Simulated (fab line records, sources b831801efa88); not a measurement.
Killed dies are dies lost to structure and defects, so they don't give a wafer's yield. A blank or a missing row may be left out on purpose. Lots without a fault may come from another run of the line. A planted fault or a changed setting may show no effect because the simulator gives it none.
Split-lot experiment | flow sfq_line | 5 lots, 23 wafers read, on a route of 325 steps

THE SPLIT
At SFQ_TRILAYER_M2_BARC_OPEN_METAL_ETCH_077 (etches BARC in O2, target depth 125 nm, time 41.7 s), the setting time_s was moved away from the recipe's 41.7 s on 8 of the 23 wafers read, by -13.3% to +13.5%. The other wafers ran this setting at the recipe's value.

The reading is taken at the split's own step.

THE READING
oes_product_au, in a.u., at SFQ_TRILAYER_M2_BARC_OPEN_METAL_ETCH_077 (etches BARC in O2, target depth 125 nm, time 41.7 s). Fault-free wafers of this fab line usually give 0.685 a.u., standard deviation 0.0044 a.u..

wafer  | tool, chamber at the split | time_s as run, s | against the recipe | oes_product_au, a.u. | against lot-mates on the recipe
L075.1 | rie_metal-01, 1            | 41.7             | recipe             | 0.682                | -
L075.2 | rie_metal-01, 0            | 44.75            | +7.3%              | 0.678                | -0.006
L075.3 | rie_metal-01, 0            | 41.7             | recipe             | 0.686                | -
L075.4 | rie_metal-01, 1            | 41.7             | recipe             | 0.685                | -
L075.6 | rie_metal-01, 0            | 44.75            | +7.3%              | 0.675                | -0.009
L078.2 | rie_metal-01, 1            | 41.7             | recipe             | 0.688                | -
L078.3 | rie_metal-01, 1            | 47.31            | +13.5%             | 0.663                | -0.022
L078.4 | rie_metal-01, 0            | 47.31            | +13.5%             | 0.666                | -0.019
L078.5 | rie_metal-01, 0            | 41.7             | recipe             | 0.683                | -
L078.6 | rie_metal-01, 1            | 47.31            | +13.5%             | 0.672                | -0.013
L080.1 | rie_metal-02, 1            | 41.7             | recipe             | 0.689                | -
L080.3 | rie_metal-02, 1            | 41.7             | recipe             | 0.692                | -
L080.4 | rie_metal-02, 0            | 41.7             | recipe             | 0.684                | -
L083.1 | rie_metal-03, 1            | 41.7             | recipe             | 0.681                | -
L083.2 | rie_metal-03, 0            | 41.7             | recipe             | 0.685                | -
L083.3 | rie_metal-03, 1            | 41.7             | recipe             | 0.681                | -
L083.4 | rie_metal-03, 0            | 41.7             | recipe             | 0.676                | -
L083.5 | rie_metal-03, 1            | 41.7             | recipe             | 0.692                | -
L084.1 | rie_metal-03, 1            | 36.14            | -13.3%             | 0.730                | +0.046
L084.2 | rie_metal-03, 0            | 41.7             | recipe             | 0.682                | -
L084.3 | rie_metal-03, 0            | 36.14            | -13.3%             | 0.732                | +0.048
L084.5 | rie_metal-03, 1            | 36.14            | -13.3%             | 0.736                | +0.052
L084.6 | rie_metal-03, 0            | 41.7             | recipe             | 0.686                | -

THE FIT
A straight line over all 23 wafers: oes_product_au changes by -0.00239 a.u. for each +1% of time_s; r = -0.91; the points scatter about the line by 0.008 a.u..
The same after taking each lot's own level away (the mean of its wafers on the recipe; 23 wafers): -0.00243 a.u. for each +1%; r = -0.92; scatter 0.0079 a.u..
On that fit, the largest move of time_s shifts the reading by 0.033 a.u..
The lots' own levels span 0.6830 to 0.6883 a.u., that is 1.2 times the standard deviation above.
So the lot-to-lot level changes the slope little: the two slopes agree.
Check: with one of the wafers moved furthest among these (+13.5%) left out of the fit, the line predicts -0.0291 a.u. for it against its lot-mates. It came out at -0.0225 a.u. against them.
Tool readings at the split's step, against how far the setting was moved: oes_product_au r = -0.91.

OTHER SPLITS ON THESE WAFERS
These wafers also went through other splits before the reading. Each is held against what the fit with the lots' levels taken away leaves over:
other split on the same wafers               | wafers away from the commonest value | r with oes_product_au (lot level and that fit taken away)
SFQ_TRILAYER_I1_VIA_LITHO_EXPOSE_050 dose_mj | 5                                    | +0.08
SFQ_TRILAYER_M2_DEP_SPUTTER_055 time_s       | 7                                    | -0.32
SFQ_TRILAYER_M2_LITHO_COAT_057 resist_thk_nm | 4                                    | +0.62

THE WHOLE CHAIN: every reading that the file lists as answering this split, in the file's order
step                                     | what it does                                        | reading                                                                                   | change (the file's fit)                                                              | r (the file's)
SFQ_TRILAYER_M2_BARC_OPEN_METAL_ETCH_077 | etches BARC in O2, target depth 125 nm, time 41.7 s | oes_product_au                                                                            | -0.00229 a.u. for each +1% of the setting                                            | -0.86
SFQ_TRILAYER_M2_BARC_OPEN_METAL_ETCH_077 | etches BARC in O2, target depth 125 nm, time 41.7 s | KrF_of_TRILAYER_M2_LITHO_COAT_057.thk_nm (the simulator's own value, which no gauge read) | not straight: 552.2 at the lowest setting, 522.9 at the recipe, 535.3 at the highest | not given

THE FILE'S OWN FIT
oes_product_au changes by -0.00229 a.u. for each +1% of time_s, r = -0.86.
